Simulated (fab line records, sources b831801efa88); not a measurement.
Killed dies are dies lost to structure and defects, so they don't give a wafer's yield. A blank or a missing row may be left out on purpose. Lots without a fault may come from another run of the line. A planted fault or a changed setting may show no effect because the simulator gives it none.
Which tool did it? | flow sky130 | 14 lots, 42 wafers sampled, at 5 steps of a route of 708

WHAT THE GAUGES READ, wafer by wafer
SKY_METAL5_THK_MEAS_06: measures by xrf.
lot  | measured     | on            | METAL5_ALCU_THK (nm)
L136 | day 43 06:59 | film_metro-01 | 1116 1116 1146
L137 | day 43 08:22 | film_metro-01 | 1131 1126 1143
L138 | day 43 18:40 | film_metro-01 | 1126 1123 1107
L140 | day 44 04:03 | film_metro-03 | 1165 1151 1159
L141 | day 44 23:33 | film_metro-01 | 1144 1159 1122
L142 | day 45 03:25 | film_metro-03 | 1172 1144 1148
L144 | day 45 12:59 | film_metro-03 | 1367 1398 1362
L145 | day 45 21:08 | film_metro-04 | 1323 1328 1345
L147 | day 46 02:02 | film_metro-03 | 1122 1157 1132
L152 | day 47 03:02 | film_metro-01 | 1119 1108 1130
L154 | day 47 21:32 | film_metro-04 | 1140 1162 1157
L156 | day 48 06:10 | film_metro-01 | 1144 1150 1121
L155 | day 48 07:47 | film_metro-01 | 1102 1138 1136
L159 | day 48 22:53 | film_metro-01 | 1148 1129 1141

WHICH TOOL RAN EACH LOT (tool, then ch and the chambers of the sampled wafers, then the start)
lot  | SKY_VIA3_CMP_24               | SKY_METAL4_SPUTTER_01        | SKY_METAL4_SPUTTER_02        | SKY_METAL5_SPUTTER_04
L136 | cmp-02 ch 0,1, day 40 01:33   | pvd_sputter-03, day 40 01:52 | pvd_sputter-03, day 40 01:54 | pvd_sputter-01, day 43 06:48
L137 | cmp-02 ch 1,2, day 40 03:35   | pvd_sputter-03, day 40 03:55 | pvd_sputter-03, day 40 03:56 | pvd_sputter-03, day 43 08:11
L138 | cmp-01 ch 0,3, day 40 14:47   | pvd_sputter-02, day 40 15:06 | pvd_sputter-02, day 40 15:07 | pvd_sputter-03, day 43 18:29
L140 | cmp-02 ch 0,1,3, day 41 00:58 | pvd_sputter-03, day 41 01:17 | pvd_sputter-03, day 41 01:19 | pvd_sputter-03, day 44 03:53
L141 | cmp-01 ch 0,1,2, day 41 22:40 | pvd_sputter-04, day 41 22:59 | pvd_sputter-04, day 41 23:01 | pvd_sputter-01, day 44 23:22
L142 | cmp-01 ch 0,3, day 42 02:28   | pvd_sputter-04, day 42 02:47 | pvd_sputter-04, day 42 02:49 | pvd_sputter-01, day 45 03:14
L144 | cmp-01 ch 0,1,3, day 42 13:39 | pvd_sputter-04, day 42 13:58 | pvd_sputter-04, day 42 14:00 | pvd_sputter-01, day 45 12:50
L145 | cmp-02 ch 1,2,3, day 42 20:25 | pvd_sputter-02, day 42 20:44 | pvd_sputter-02, day 42 20:46 | pvd_sputter-02, day 45 20:58
L147 | cmp-02 ch 0,3, day 43 02:32   | pvd_sputter-03, day 43 02:51 | pvd_sputter-03, day 43 02:53 | pvd_sputter-02, day 46 01:52
L152 | cmp-02 ch 0,1, day 44 06:20   | pvd_sputter-04, day 44 06:39 | pvd_sputter-04, day 44 06:40 | pvd_sputter-03, day 47 02:50
L154 | cmp-01 ch 0,2,3, day 45 02:33 | pvd_sputter-02, day 45 02:43 | pvd_sputter-02, day 45 02:45 | pvd_sputter-02, day 47 21:22
L156 | cmp-01 ch 0,1, day 45 11:52   | pvd_sputter-03, day 45 12:08 | pvd_sputter-03, day 45 12:10 | pvd_sputter-03, day 48 05:59
L155 | cmp-02 ch 2,3, day 45 12:52   | pvd_sputter-03, day 45 13:09 | pvd_sputter-03, day 45 13:10 | pvd_sputter-01, day 48 07:37
L159 | cmp-01 ch 0,2,3, day 46 07:07 | pvd_sputter-02, day 46 07:26 | pvd_sputter-02, day 46 07:28 | pvd_sputter-02, day 48 22:43
- SKY_VIA3_CMP_24: polishes, stops on SiO2, t overpolish 20 s, target thk 0 nm.
- SKY_METAL4_SPUTTER_01: material TiN, target thk 20 nm, time 16.7 s.
- SKY_METAL4_SPUTTER_02: material AlCu, target thk 735 nm, time 39.1 s.
- SKY_METAL5_SPUTTER_04: material TiN, target thk 70 nm, time 58.3 s.

WHAT THE TOOLS THEMSELVES READ (means of the sampled wafers that have a number; where no wafer has one, the mark that the record gives instead)
SKY_VIA3_CMP_24.
lot  | tool   | edge_zone_pressure_frac | motor_current_A (A) | overpolish_run_s (s) | retaining_ring_pressure_frac | time_to_endpoint_s (s)
L136 | cmp-02 | 1.001                   | 10.4                | 19.988               | 1.006                        | 91
L137 | cmp-02 | 1.001                   | 12.0                | 20.002               | 1.011                        | 100
L138 | cmp-01 | 0.998                   | 10.7                | 19.999               | 0.998                        | 95
L140 | cmp-02 | 1.002                   | 10.8                | 20.008               | 0.994                        | 97
L141 | cmp-01 | 1.000                   | 11.0                | 20.004               | 1.000                        | 93
L142 | cmp-01 | 1.006                   | 10.8                | 19.996               | 0.997                        | 95
L144 | cmp-01 | 1.002                   | 11.4                | 19.994               | 1.003                        | 98
L145 | cmp-02 | 0.999                   | 11.3                | 20.006               | 0.994                        | 97
L147 | cmp-02 | 1.001                   | 10.1                | 20.002               | 1.001                        | 93
L152 | cmp-02 | 0.997                   | 10.2                | 19.993               | 1.008                        | 91
L154 | cmp-01 | 0.999                   | 11.4                | 20.002               | 0.999                        | 93
L156 | cmp-01 | 1.000                   | 10.5                | 19.999               | 1.003                        | 96
L155 | cmp-02 | 1.001                   | 11.7                | 19.998               | 0.997                        | 93
L159 | cmp-01 | 1.005                   | 11.2                | 20.001               | 0.997                        | 97

SKY_METAL4_SPUTTER_01.
lot  | tool           | cathode_dc_power_W (W) | chamber_pressure_pa (Pa) | throttle_valve_pct (%)
L136 | pvd_sputter-03 | 6499.7                 | 0.3998                   | 29.3
L137 | pvd_sputter-03 | 6500.1                 | 0.4003                   | 29.5
L138 | pvd_sputter-02 | 6500.8                 | 0.4002                   | 29.7
L140 | pvd_sputter-03 | 6499.9                 | 0.3996                   | 29.1
L141 | pvd_sputter-04 | 6500.3                 | 0.3994                   | 29.8
L142 | pvd_sputter-04 | 6500.0                 | 0.3999                   | 29.8
L144 | pvd_sputter-04 | 6500.1                 | 0.3994                   | 30.4
L145 | pvd_sputter-02 | 6500.5                 | 0.4003                   | 29.4
L147 | pvd_sputter-03 | 6500.5                 | 0.3996                   | 28.5
L152 | pvd_sputter-04 | 6500.7                 | 0.4007                   | 29.9
L154 | pvd_sputter-02 | 6501.0                 | 0.4000                   | 29.6
L156 | pvd_sputter-03 | 6498.6                 | 0.3998                   | 28.8
L155 | pvd_sputter-03 | 6500.8                 | 0.4008                   | 29.5
L159 | pvd_sputter-02 | 6500.2                 | 0.4000                   | 29.6

SKY_METAL4_SPUTTER_02.
lot  | tool           | cathode_dc_power_W (W) | chamber_pressure_pa (Pa) | throttle_valve_pct (%)
L136 | pvd_sputter-03 | 10600                  | 0.4007                   | 29.4
L137 | pvd_sputter-03 | 10599                  | 0.4002                   | 29.6
L138 | pvd_sputter-02 | 10600                  | 0.4001                   | 29.6
L140 | pvd_sputter-03 | 10600                  | 0.4006                   | 29.1
L141 | pvd_sputter-04 | 10600                  | 0.4004                   | 29.8
L142 | pvd_sputter-04 | 10601                  | 0.4004                   | 29.7
L144 | pvd_sputter-04 | 10598                  | 0.3998                   | 30.4
L145 | pvd_sputter-02 | 10600                  | 0.3999                   | 29.4
L147 | pvd_sputter-03 | 10599                  | 0.3997                   | 28.6
L152 | pvd_sputter-04 | 10601                  | 0.4001                   | 29.9
L154 | pvd_sputter-02 | 10601                  | 0.4003                   | 29.5
L156 | pvd_sputter-03 | 10601                  | 0.4006                   | 28.9
L155 | pvd_sputter-03 | 10600                  | 0.4006                   | 29.4
L159 | pvd_sputter-02 | 10599                  | 0.3993                   | 29.5

SKY_METAL5_SPUTTER_04.
lot  | tool           | cathode_dc_power_W (W) | chamber_pressure_pa (Pa) | throttle_valve_pct (%)
L136 | pvd_sputter-01 | 6501.3                 | 0.4001                   | 30.4
L137 | pvd_sputter-03 | 6500.5                 | 0.3991                   | 30.3
L138 | pvd_sputter-03 | 6500.4                 | 0.4000                   | 29.5
L140 | pvd_sputter-03 | 6499.9                 | 0.4002                   | 28.6
L141 | pvd_sputter-01 | 6500.6                 | 0.3994                   | 29.9
L142 | pvd_sputter-01 | 6500.3                 | 0.3999                   | 30.5
L144 | pvd_sputter-01 | -                      | -                        | -
L145 | pvd_sputter-02 | -                      | -                        | -
L147 | pvd_sputter-02 | 6500.3                 | 0.3999                   | 29.5
L152 | pvd_sputter-03 | 6499.7                 | 0.4003                   | 28.8
L154 | pvd_sputter-02 | 6500.5                 | 0.4001                   | 29.5
L156 | pvd_sputter-03 | 6498.9                 | 0.3997                   | 30.0
L155 | pvd_sputter-01 | 6500.1                 | 0.3999                   | 29.7
L159 | pvd_sputter-02 | 6500.5                 | 0.4002                   | 29.6

THE ANSWER, worked out from the rows above alone
Rule: what is usual is taken from the lots themselves. Put in order of their means at a reading, lots are off if they are a third of the lots or fewer, leave a main group of 4 or more, and stand apart from it by a gap of 3 or more times the standard deviation of the main group's means; of several such gaps the widest counts. A main group whose means are all the same, to the digits that the tables above print for the reading, isn't used. A lot without any number at a reading at which 4 lots or more have one is off too. The other lots that the step has rows for count as sound. The gauges are gone through in route order, then the tools' own readings, and for those a lot's mean is taken as printed above. The first step at which some lot is off is used, and at that step the reading that is off furthest; a lot without a number counts as furthest.
Off: L144, L145, at SKY_METAL5_THK_MEAS_06 (METAL5_ALCU_THK). The main group: mean 1137 nm, standard deviation 13.
A tool fits if, at a process step before that reading, it ran every lot that is off, and no sound lot after the first of them. The gauges at SKY_METAL5_THK_MEAS_06 aren't tried: what is off there is off at SKY_METAL5_SPUTTER_04 too, on other tools, and a gauge's error can't cause that. None of those tried fits.

WHAT THE SIMULATOR HAD PUT IN
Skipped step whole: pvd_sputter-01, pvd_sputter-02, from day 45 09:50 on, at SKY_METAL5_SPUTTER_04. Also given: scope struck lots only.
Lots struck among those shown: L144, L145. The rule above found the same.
